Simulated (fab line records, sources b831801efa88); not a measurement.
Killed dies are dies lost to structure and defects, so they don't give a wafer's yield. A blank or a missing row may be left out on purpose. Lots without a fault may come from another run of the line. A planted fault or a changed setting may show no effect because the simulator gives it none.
One fault seen from 2 desks | flow sky130 | each desk has only its own numbers; what lay behind them comes last

THE METROLOGY DESK
What the gauges read, lot by lot, whatever tool the lot ran on: means of the sampled wafers that have a number. A lot is out of limits, marked OUT, if its mean lies more than 4 standard deviations from the usual mean; the brackets give that distance.
Columns: A = VIA4_OVL at SKY_VIA4_OVL_MEAS_11, usual 0.0 nm; B = PASSIVATION_CVD_02_THK at SKY_PASSIVATION_THK_MEAS_03, usual 542 nm
lot  | first seen here | A    | B
L334 | day 42 21:22    | 2.2  | 543
L336 | day 43 07:56    | -0.7 | 898 (+46) OUT
L337 | day 43 19:11    | -1.1 | 537
L338 | day 44 09:35    | 2.5  | 672 (+17) OUT
L347 | day 47 05:04    | 0.5  | 549
L348 | day 47 05:08    | -0.5 | 547
L350 | day 47 11:53    | 1.8  | 536
L352 | day 47 12:45    | 0.3  | 543
L354 | day 47 21:37    | -2.0 | 547
L355 | day 48 09:41    | -0.7 | 538
L356 | day 48 16:19    | -1.1 | 537
This desk's finding: out of limits on L336, L338; first on L336, day 44 09:05 (PASSIVATION_CVD_02_THK at SKY_PASSIVATION_THK_MEAS_03). In limits: L334, L337, L347, L348, L350, L352, L354, L355, L356.

THE TOOL OWNER'S DESK: pecvd-01
The tool's own readings at SKY_PASSIVATION_CVD_02 (deposits Si3N4, target thk 540 nm): means of the sampled wafers that have a number, for each lot that ran on this tool. A lot is out of limits, marked OUT, if its mean lies more than 4 standard deviations from the usual mean; the brackets give that distance.
Columns: A = heater_power_outer_w at SKY_PASSIVATION_CVD_02, usual 412 W; B = heater_power_w at SKY_PASSIVATION_CVD_02, usual 710 W; C = rf_fwd_power_W at SKY_PASSIVATION_CVD_02, usual 449.1 W
lot  | first seen here | A   | B   | C
L334 | day 43 22:47    | 440 | 685 | 448.5
L336 | day 44 08:44    | 483 | 718 | 450.5
L338 | day 45 08:48    | 465 | 757 | 450.0
L347 | day 48 02:06    | 438 | 729 | 450.6
L348 | day 48 02:57    | 475 | 782 | 448.7
L352 | day 48 11:00    | 410 | 687 | 450.6
L355 | day 49 06:23    | 420 | 728 | 448.8
This desk's finding: nothing out of limits on any of the 7 lots.

PUT TOGETHER
The metrology desk could have raised an alarm at day 44 09:05, on L336, L338.
The tool owner's desk saw nothing out of limits.
The tool owner's desk has L336, L338 on record, within its limits.
Of the lots named, all ran SKY_PASSIVATION_CVD_02 on pecvd-01.

WHAT THE SIMULATOR HAD PUT IN
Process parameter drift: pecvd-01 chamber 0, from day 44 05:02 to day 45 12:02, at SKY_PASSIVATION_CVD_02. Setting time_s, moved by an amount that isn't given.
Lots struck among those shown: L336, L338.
Hours from the fault's start to each desk's first reading out of limits: the metrology desk, 4.
